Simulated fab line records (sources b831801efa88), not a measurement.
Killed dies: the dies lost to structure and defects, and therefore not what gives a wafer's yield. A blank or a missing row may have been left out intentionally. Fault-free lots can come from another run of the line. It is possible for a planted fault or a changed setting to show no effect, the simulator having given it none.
The tool behind it: which one? | flow gf180mcu | 14 lots with 42 wafers sampled at 4 steps, on a route of 602 steps

WHAT THE GAUGES SHOWED, per wafer
GF_VT_IMPLANT_RS_MEAS_47: a four-point-probe measurement.
lot  | measured     | on           | NWELL_RS (ohm/sq)
L223 | day 7 21:50  | filmMetro-02 | 487.9 487.9 489.0
L225 | day 8 06:26  | filmMetro-01 | 488.1 486.8 487.7
L226 | day 8 12:00  | filmMetro-02 | 492.8 492.9 491.8
L227 | day 9 01:29  | filmMetro-01 | 485.0 487.0 487.0
L228 | day 9 02:05  | filmMetro-02 | 486.6 486.9 487.9
L230 | day 9 10:59  | filmMetro-02 | 486.8 486.7 487.0
L229 | day 9 12:37  | filmMetro-02 | 488.3 489.5 490.6
L231 | day 9 13:32  | filmMetro-02 | 488.0 488.0 487.1
L232 | day 9 23:32  | filmMetro-04 | 489.2 487.9 488.8
L235 | day 10 21:09 | filmMetro-02 | 485.6 483.7 485.3
L236 | day 11 02:22 | filmMetro-01 | 483.5 483.6 484.5
L244 | day 13 07:50 | filmMetro-04 | 487.5 487.5 488.1
L245 | day 13 14:14 | filmMetro-01 | 488.9 487.9 488.2
L246 | day 13 19:30 | filmMetro-02 | 490.0 488.4 488.2

GF_CONTACT_OVL_MEAS_15.
lot  | measured     | on         | CONTACT_OVL (nm)
L223 | day 16 11:01 | overlay-02 | 2 1 2
L225 | day 16 21:38 | overlay-01 | 5 12 12
L226 | day 17 01:18 | overlay-02 | 2 4 -4
L227 | day 17 20:29 | overlay-02 | -7 -9 -7
L228 | day 18 00:32 | overlay-02 | -6 -6 -2
L230 | day 18 17:50 | overlay-01 | -7 -3 -4
L229 | day 18 16:44 | overlay-02 | 0 1 -2
L231 | day 18 14:21 | overlay-01 | 3 4 -7
L232 | day 19 09:58 | overlay-01 | 7 2 7
L235 | day 20 16:26 | overlay-02 | 9 -1 0
L236 | day 21 04:41 | overlay-01 | -7 -8 -9
L244 | day 23 12:56 | overlay-02 | 1 0 -5
L245 | day 23 20:45 | overlay-01 | 2 -5 -4
L246 | day 24 03:10 | overlay-01 | -12 -7 -12

TOOL THAT RAN EACH LOT (tool first, then ch and the chambers of the sampled wafers, then the start)
lot  | GF_NWELL_IMPLANT_08            | GF_CONTACT_CMP_04
L223 | implanter-02 ch 0, day 3 16:49 | cmp-01 ch 0,1, day 15 13:07
L225 | implanter-04 ch 0, day 4 01:07 | cmp-02 ch 0,1,3, day 15 22:37
L226 | implanter-02 ch 0, day 4 04:04 | cmp-01 ch 0,2,3, day 16 02:52
L227 | implanter-04 ch 0, day 4 09:40 | cmp-02 ch 0,1,3, day 16 20:43
L228 | implanter-02 ch 0, day 4 10:10 | cmp-02 ch 0,2, day 17 00:55
L230 | implanter-02 ch 0, day 4 22:22 | cmp-01 ch 0,1,3, day 17 16:28
L229 | implanter-02 ch 0, day 4 23:58 | cmp-01 ch 2,3, day 17 15:57
L231 | implanter-02 ch 0, day 5 01:13 | cmp-02 ch 2,3, day 17 14:35
L232 | implanter-02 ch 0, day 5 08:55 | cmp-02 ch 0,1,3, day 18 09:43
L235 | implanter-02 ch 0, day 6 00:04 | cmp-01 ch 0,2,3, day 19 15:53
L236 | implanter-02 ch 0, day 6 07:11 | cmp-01 ch 2,3, day 20 04:32
L244 | implanter-04 ch 0, day 8 02:06 | cmp-02 ch 0,2, day 22 13:34
L245 | implanter-04 ch 0, day 8 07:34 | cmp-02 ch 0,2,3, day 22 21:55
L246 | implanter-04 ch 0, day 8 12:22 | cmp-02 ch 0,1,3, day 23 04:05
- GF_NWELL_IMPLANT_08
- GF_CONTACT_CMP_04: polishes SiO2.

WHAT THE TOOLS THEMSELVES READ (means of the sampled wafers that have a number; where no wafer has one, the mark that the record gives instead)
GF_NWELL_IMPLANT_08.
lot  | tool         | beamEnergyKeV
L223 | implanter-02 | 450.07
L225 | implanter-04 | 449.86
L226 | implanter-02 | 449.95
L227 | implanter-04 | 450.15
L228 | implanter-02 | 449.95
L230 | implanter-02 | 449.96
L229 | implanter-02 | 450.13
L231 | implanter-02 | 449.96
L232 | implanter-02 | 449.85
L235 | implanter-02 | 471.60
L236 | implanter-02 | 471.71
L244 | implanter-04 | 450.06
L245 | implanter-04 | 450.07
L246 | implanter-04 | 449.89

GF_CONTACT_CMP_04.
lot  | tool   | headPressurePsi (psi) | motorCurrentA (A) | timeToEndpointS (s)
L223 | cmp-01 | 3.996                 | 12.1              | 109
L225 | cmp-02 | 4.002                 | 13.0              | 115
L226 | cmp-01 | 3.991                 | 12.3              | 107
L227 | cmp-02 | 4.003                 | 12.8              | 117
L228 | cmp-02 | 4.002                 | 14.9              | 114
L230 | cmp-01 | 3.996                 | 12.2              | 113
L229 | cmp-01 | 4.000                 | 13.0              | 110
L231 | cmp-02 | 3.997                 | 15.8              | 116
L232 | cmp-02 | 3.992                 | 12.9              | 114
L235 | cmp-01 | 3.994                 | 12.4              | 101
L236 | cmp-01 | 4.000                 | 12.6              | 107
L244 | cmp-02 | 3.989                 | 15.2              | 117
L245 | cmp-02 | 3.998                 | 15.2              | 111
L246 | cmp-02 | 3.997                 | 12.6              | 109

THE ANSWER, worked out from the rows above alone
Rule: usual is defined by the lots themselves. Put in order of their means at a reading, lots are off if they are a third of the lots or fewer, leave a main group of 4 or more, and stand apart from it by a gap of 3 or more times the standard deviation of the main group's means; of several such gaps the widest counts. Not used: any main group whose means are identical at the precision the tables above print for the reading. Also off: a lot with no number at a reading for which 4 or more lots have one. Where the step has rows for the other lots, those lots are counted as sound. First the gauges in route order, then the tools' own readings, where a lot's mean is used as printed above. The first step at which some lot is off is used, and at that step the reading that is off furthest; a lot without a number counts as furthest.
Off at GF_NWELL_IMPLANT_08 (beamEnergyKeV): L235, L236. Main group: mean 449.99, sd 0.098.
If a tool, at that step or one of the process steps before it, ran each lot that is off and ran no sound lot following the first of them, it fits. One fits: GF_NWELL_IMPLANT_08 on implanter-02. Its last sound lot is L232 (day 5 08:55), its first lot that is off L235 (day 6 00:04): a fault that began between those two fits.
The tool's own readings at GF_NWELL_IMPLANT_08 bear it out: on the lots that are off they differ by more than 5 times the standard deviation of the sound lots' means. beamEnergyKeV reads 471.65 there against 449.99 on the sound lots.

WHAT THE SIMULATOR HAD INSERTED
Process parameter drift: implanter-02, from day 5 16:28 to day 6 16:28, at GF_NWELL_IMPLANT_08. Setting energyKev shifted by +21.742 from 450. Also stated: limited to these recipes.
Struck lots among those shown: L235, L236. This agrees with what the rule above found.
